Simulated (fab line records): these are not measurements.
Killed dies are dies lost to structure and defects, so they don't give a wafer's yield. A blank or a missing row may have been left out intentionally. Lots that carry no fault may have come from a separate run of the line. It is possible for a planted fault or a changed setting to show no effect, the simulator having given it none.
Chamber matching	flow sky130	rie-diel-01 running SKY_PASSIVATION_ETCH_11: 4 sister chambers
The step etches the open film in CF4/O2, stops on AlCu, target depth 725 nm, time 161.1 s. 4 wafers are shown with their chamber, then 7 later ones without.

== WAFERS PAIRED WITH THEIR CHAMBERS ==
wafer	chamber	throttle-valve-pct (%)
L081.1	1	5.965
L083.6	2	5.949
L088.1	3	5.973
L088.2	0	5.969

== WAFERS MISSING THEIR CHAMBER ==
wafer	throttle-valve-pct (%)
L088.6	5.971
L090.1	5.953
L090.2	5.972
L090.5	5.955
L094.1	5.971
L094.2	5.967
L094.6	5.951

== WHICH CHAMBER EACH WENT THROUGH ==
wafer	from the rows above	in truth
L088.6	can't be placed: 0 or 3 or 1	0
L090.1	2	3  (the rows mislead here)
L090.2	can't be placed: 3 or 0 or 1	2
L090.5	can't be placed: 2 or 1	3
L094.1	can't be placed: 0 or 3 or 1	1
L094.2	can't be placed: 1 or 0 or 3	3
L094.6	2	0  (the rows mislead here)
0 of 7 placed correctly. Not placeable from these rows: 5 (in 3, the candidates include the true chamber). Wrongly placed: 2.
How it was worked out, from the rows above alone: a wafer's distance from a chamber is the root of the sum, over the readings, of the square of ((its reading less the chamber's mean) divided by the reading's scatter). The wafer belongs to the nearest chamber; if the next one is less than 2 further off, it can't be placed. For every chamber, the mean is computed from those of its wafers that are shown. The scatter (one wafer shown for each chamber): square how far every hidden wafer sits from the nearest shown wafer, average those squares and take the square root.
